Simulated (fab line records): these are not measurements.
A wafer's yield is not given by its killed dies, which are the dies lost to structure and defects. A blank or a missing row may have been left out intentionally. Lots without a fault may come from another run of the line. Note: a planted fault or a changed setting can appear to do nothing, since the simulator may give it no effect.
Matching of chambers ; flow sky130 ; pecvd-03 running SKY_CONTACT_CVD_00: 3 sister chambers
The step deposits Si3N4, target thk 75 nm. 3 wafers are shown with their chamber, then 7 later ones without.

WAFERS, EACH WITH ITS CHAMBER
wafer;chamber;heater-power-w (W)
L082.4;1;711
L090.1;2;617
L090.2;0;656

WAFERS WITH NO CHAMBER GIVEN
wafer;heater-power-w (W)
L090.5;674
L092.1;663
L092.3;724
L092.4;667
L096.3;731
L096.5;663
L096.6;670

CHAMBER TAKEN BY EACH
wafer;from the rows above;in truth
L090.5;can't be placed: 0 or 1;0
L092.1;0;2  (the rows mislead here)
L092.3;1;1
L092.4;0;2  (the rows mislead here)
L096.3;1;1
L096.5;0;0
L096.6;can't be placed: 0 or 1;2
Placed correctly: 3 of 7. These rows do not allow placing 2 (true chamber among the candidates in 1). Wrongly placed: 2.
How it was worked out, from the rows above alone: a wafer's distance from a chamber is the root of the sum, over the readings, of the square of ((its reading less the chamber's mean) divided by the reading's scatter). If the next closest chamber is less than 2 further off than the closest, the wafer can't be placed; otherwise it belongs to the closest. For every chamber, the mean is computed from those of its wafers that are shown. The scatter: with one shown wafer a chamber, the root of the mean of the squares of how far each hidden wafer lies from its nearest shown one.
